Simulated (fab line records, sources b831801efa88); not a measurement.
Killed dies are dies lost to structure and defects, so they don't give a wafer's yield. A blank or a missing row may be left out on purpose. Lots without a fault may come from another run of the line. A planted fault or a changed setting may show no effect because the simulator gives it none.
Problem report in the 8D (eight disciplines) form, filled by code | flow gf180mcu | the parts of the form that need people (team, actions taken, sign-off) are left out

1. THE PROBLEM
V5_CVD_02_THK at GF_V5_THK_MEAS_03 reads a mean of 1564 nm on 2 wafers of 2 lots; wafers without a fault read 1442 nm with a standard deviation of 17. That is +7.2 standard deviations from the usual mean.
First seen on wafer L444.4, day 31 23:57, on film_metro-02. The record holds 36 wafers of 12 lots with a number at this step. Rule for "out", or "out of limits": more than 4 standard deviations from the usual mean. The other wafers with a number count as sound.

2. WHAT IT IS AND WHAT IT IS NOT
question                    | is                | is not
which readings at this step | V5_CVD_02_THK     | -
which lots                  | L444, L445        | L428, L429, L431, L432, L435, L436, L438, L439, L446, L448
which wafers of those lots  | L444.4, L445.4    | L444.3, L444.6, L445.1, L445.6
read on which gauges        | film_metro-02     | film_metro-01, film_metro-04
when                        | from day 31 23:57 | up to then (26 sound wafers); but 8 sound wafers of L445, L446, L448 came after

3. SUSPECTS, AND WHAT RULES EACH OUT
Counting: a tool at a process step up to the reading stays a suspect if it ran every lot that is out. Sound lots after the first of them don't rule it out here, since some wafers of a struck lot are sound.
- the gauge at GF_V5_THK_MEAS_03: kept. All the wafers that are out were read on film_metro-02, and no step on other tools shows them out.
- pvd_sputter-03 at GF_V4_SPUTTER_22 (material TiN, target thk 10 nm, time 40 s): kept. It ran every lot that is out, first L444 (day 30 10:22); its last sound lot up to then is L439 (day 29 00:59).
- pecvd-03 at GF_V5_CVD_02 (deposits SiO2 from TEOS, target thk 1450 nm, time 163.28 s): kept. It ran every lot that is out, first L444 (day 31 23:50); its last sound lot up to then is L439 (day 30 15:58).
Left after counting: pvd_sputter-03 at GF_V4_SPUTTER_22, pecvd-03 at GF_V5_CVD_02, film_metro-02 at GF_V5_THK_MEAS_03.

4. THE CAUSE (what the simulator had put in)
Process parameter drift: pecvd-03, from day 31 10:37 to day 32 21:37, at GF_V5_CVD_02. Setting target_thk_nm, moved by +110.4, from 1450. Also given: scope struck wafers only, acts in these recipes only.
Counting left 3 suspects, and this tool is among them.

5. THE CHAIN OF EFFECTS, in route order
Each row: a reading whose mean over the struck wafers that have a number lies more than 3 standard deviations from the usual. Only readings for which the record gives a usual standard deviation are gone through. hours: the time from each lot's start at the first step in this table that gives one to its start at this step, as a median over the lots. sigmas: the change in usual standard deviations.
hours | step              | reading       | usual   | on struck wafers | change | sigmas
0     | GF_V5_THK_MEAS_03 | V5_CVD_02_THK | 1442 nm | 1564             | +122   | +7.2
Later measuring or inspecting steps at which every struck wafer that the step has a row for has a number for every such reading, and none has moved that far: GF_V5_RS_MEAS_24.

6. WHAT WOULD HAVE CAUGHT IT SOONER
In this record the first reading out of limits at a measuring or inspecting step was taken at day 31 23:57, 13 hours after the fault began at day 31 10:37.
Of the tool readings at GF_V5_CVD_02 for which the record gives a usual standard deviation, none was out on any struck wafer, so an alarm limit of 4 standard deviations on them would not have fired.
Of the lots that are out (2), L445 began GF_V5_CVD_02 on pecvd-03 after day 31 23:57. A hold on the tool at that time would have spared it.
